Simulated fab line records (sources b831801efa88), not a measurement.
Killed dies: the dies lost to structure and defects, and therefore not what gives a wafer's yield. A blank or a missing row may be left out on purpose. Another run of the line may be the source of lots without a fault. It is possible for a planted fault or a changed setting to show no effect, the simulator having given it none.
Problem report, 8D (eight disciplines) form, completed by code | flow gf180mcu | the parts of the form that need people (team, actions taken, sign-off) are left out

1. THE PROBLEM
Mean of rf_fwd_power_W at GF_POLY_GATE_ETCH_12: 575.5 W across 6 wafers in 2 lots; on wafers with no fault it is 496.6 W (standard deviation 1.7). That puts it +46 standard deviations away from the usual mean.
The step: etches BARC in N2/H2.
The first sign was on wafer L943.1 at day 14 03:12, on rie_diel-01. The record holds 42 wafers of 14 lots with a number at this step. Rule for "out" (also "out of limits"): further than 4 standard deviations from the usual mean. All remaining wafers that have a number are taken as sound.

2. WHAT IT IS AND WHAT IT IS NOT
question                    | is                     | is not
which readings at this step | rf_fwd_power_W         | drypump_motor_current_A, oes_product_au
which lots                  | L943, L946             | L926, L927, L929, L930, L931, L932, L933, L935, L938, L939, L940, L949
which wafers of those lots  | all that have a number | -
read on which tools         | rie_diel-01            | rie_diel-02, rie_diel-03
when                        | from day 14 03:12      | up to then (33 sound wafers); but 3 sound wafers of L949 came after

3. THE SUSPECTS, EACH WITH WHAT RULES IT OUT
Counting: any tool at a process step up to the reading is kept as a suspect provided that every lot that is out went through it and no sound lot did after the first of them.
- rie_diel-01 at GF_POLY_GATE_ETCH_12 (etches BARC in N2/H2): kept. It ran every lot that is out, first L943 (day 14 03:12), and no sound lot after that; its last sound lot up to then is L938 (day 12 20:19). Out on those wafers are its own readings of rf_fwd_power_W.
Remaining after the count: rie_diel-01 at GF_POLY_GATE_ETCH_12.

4. THE CAUSE (what the simulator had put in)
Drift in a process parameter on rie_diel-01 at GF_POLY_GATE_ETCH_12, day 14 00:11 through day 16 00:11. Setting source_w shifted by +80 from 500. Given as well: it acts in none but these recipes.
This tool alone remained once counting was done.

5. THE CHAIN OF EFFECTS, in route order
Each row: a reading whose mean over the struck wafers that have a number lies more than 3 standard deviations from the usual. Only readings for which the record gives a usual standard deviation are gone through. hours: the time from each lot's start at the first step in this table that gives one to its start at this step, as a median over the lots. sigmas: the change in usual standard deviations.
hours | step                 | reading        | usual   | on struck wafers | change | sigmas
0     | GF_POLY_GATE_ETCH_12 | rf_fwd_power_W | 496.6 W | 575.5            | +78.9  | +46
Its process steps:
- GF_POLY_GATE_ETCH_12: etches BARC in N2/H2.
At these later measuring or inspecting steps, every struck wafer for which the step has a row has a number for every such reading, and none has moved that far: GF_SAB_OVL_MEAS_10, GF_CONTACT_BOW_MEAS_05, GF_CONTACT_OVL_MEAS_15.

6. HOW IT WOULD HAVE BEEN CAUGHT EARLIER
The fault began at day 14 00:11; the first out-of-limits reading in this record came at day 14 03:12, 3 hours later.
